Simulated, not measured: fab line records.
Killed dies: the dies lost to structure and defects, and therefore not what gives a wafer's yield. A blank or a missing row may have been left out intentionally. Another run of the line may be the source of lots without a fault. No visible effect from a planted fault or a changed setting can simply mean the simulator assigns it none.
Lot-split experiment	flow gf180mcu	23 wafers read from 5 lots, route of 602 steps

== THE SPLIT ==
At GF_M2_PEB_12 (peb time 90 s), the setting pebTimeS was moved away from the recipe's 90 s on 8 of the 23 wafers read, by -13.0% to -8.3%. For the rest of the wafers, this setting stayed at what the recipe calls for.

== SPLIT TO READING: what lies between them in the file, 1 step ==
- GF_M2_DEVELOP_13: develop time 60 s

== THE READING ==
At GF_M2_CD_MEAS_14: cdNm in nanometres, against a target cd of 280 nm. A value of 279.5 nm with a standard deviation of 0.87 nm is what fault-free wafers of this fab line usually give.

wafer	tool, chamber at the split	pebTimeS as run, s	against the recipe	cdNm, nm	against lot-mates on the recipe
L074.1	lithoTrack-01, 0	90	recipe	279.2	-
L074.4	lithoTrack-01, 0	90	recipe	279.7	-
L074.6	lithoTrack-01, 0	90	recipe	278.4	-
L078.1	lithoTrack-01, 0	90	recipe	280.1	-
L078.2	lithoTrack-01, 0	82.57	-8.3%	281.3	+1.7
L078.3	lithoTrack-01, 0	82.57	-8.3%	281.6	+2.0
L078.4	lithoTrack-01, 0	90	recipe	279.2	-
L078.6	lithoTrack-01, 0	82.57	-8.3%	281.7	+2.1
L079.1	lithoTrack-02, 0	90	recipe	278.6	-
L079.2	lithoTrack-02, 0	90	recipe	278.1	-
L079.3	lithoTrack-02, 0	90	recipe	277.5	-
L079.5	lithoTrack-02, 0	90	recipe	278.7	-
L079.6	lithoTrack-02, 0	90	recipe	279.5	-
L082.1	lithoTrack-01, 0	90	recipe	279.5	-
L082.3	lithoTrack-01, 0	78.28	-13.0%	281.9	+2.0
L082.4	lithoTrack-01, 0	90	recipe	280.3	-
L082.5	lithoTrack-01, 0	78.28	-13.0%	283.6	+3.7
L082.6	lithoTrack-01, 0	78.28	-13.0%	283.0	+3.1
L085.1	lithoTrack-02, 0	81.1	-9.9%	282.7	+3.5
L085.2	lithoTrack-02, 0	81.1	-9.9%	282.5	+3.3
L085.4	lithoTrack-02, 0	90	recipe	280.2	-
L085.5	lithoTrack-02, 0	90	recipe	278.8	-
L085.6	lithoTrack-02, 0	90	recipe	278.5	-

FIT RESULTS
A straight line over all 23 wafers: cdNm changes by -0.303 nm for each +1% of pebTimeS; r = -0.91; the points scatter about the line by 0.74 nm.
The same after taking each lot's own level away (the mean of its wafers on the recipe; 23 wafers): -0.251 nm for each +1%; r = -0.90; scatter 0.66 nm.
According to that fit, moving pebTimeS by its largest amount changes the reading by 3.3 nm.
The span of the lots' own levels, 278.48 to 279.90 nm, comes to 1.6 times the standard deviation stated above.
So the lot-to-lot level changes the slope: the two fits differ.
Check: for one of the wafers moved furthest among these (-13.0%), held out of the fit, the line's prediction against its lot-mates is +3.58 nm. Against them it came out at +2 nm.

== OTHER SPLITS APPLIED TO THESE WAFERS ==
Before the reading, these wafers also passed through other splits. Each is held against what the fit with the lots' levels taken away leaves over:
other split on the same wafers	wafers away from the commonest value	r with cdNm (lot level and that fit taken away)
GF_CONTACT_CVD_00 sih4FlowSccm	8	-0.09
GF_CONTACT_CMP_04 leaveAboveRefNm	7	+0.14
GF_CONTACT_PEB_12 pebTimeS	6	-0.14
GF_CONTACT_CVD_24 tempC	7	+0.20
GF_M1_PEB_12 pebTempC	10	+0.20
GF_M1_METAL_ETCH_16 biasW	7	-0.13
GF_V1_COAT_09 resistThkNm	8	-0.04
GF_V1_DEVELOP_13 developTimeS	7	+0.19
GF_V1_SPUTTER_21 timeS	7	+0.03
GF_M2_SPUTTER_04 timeS	10	-0.19

== THE FILE'S OWN FIT ==
cdNm changes by -0.26 nm for each +1% of pebTimeS, r = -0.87.
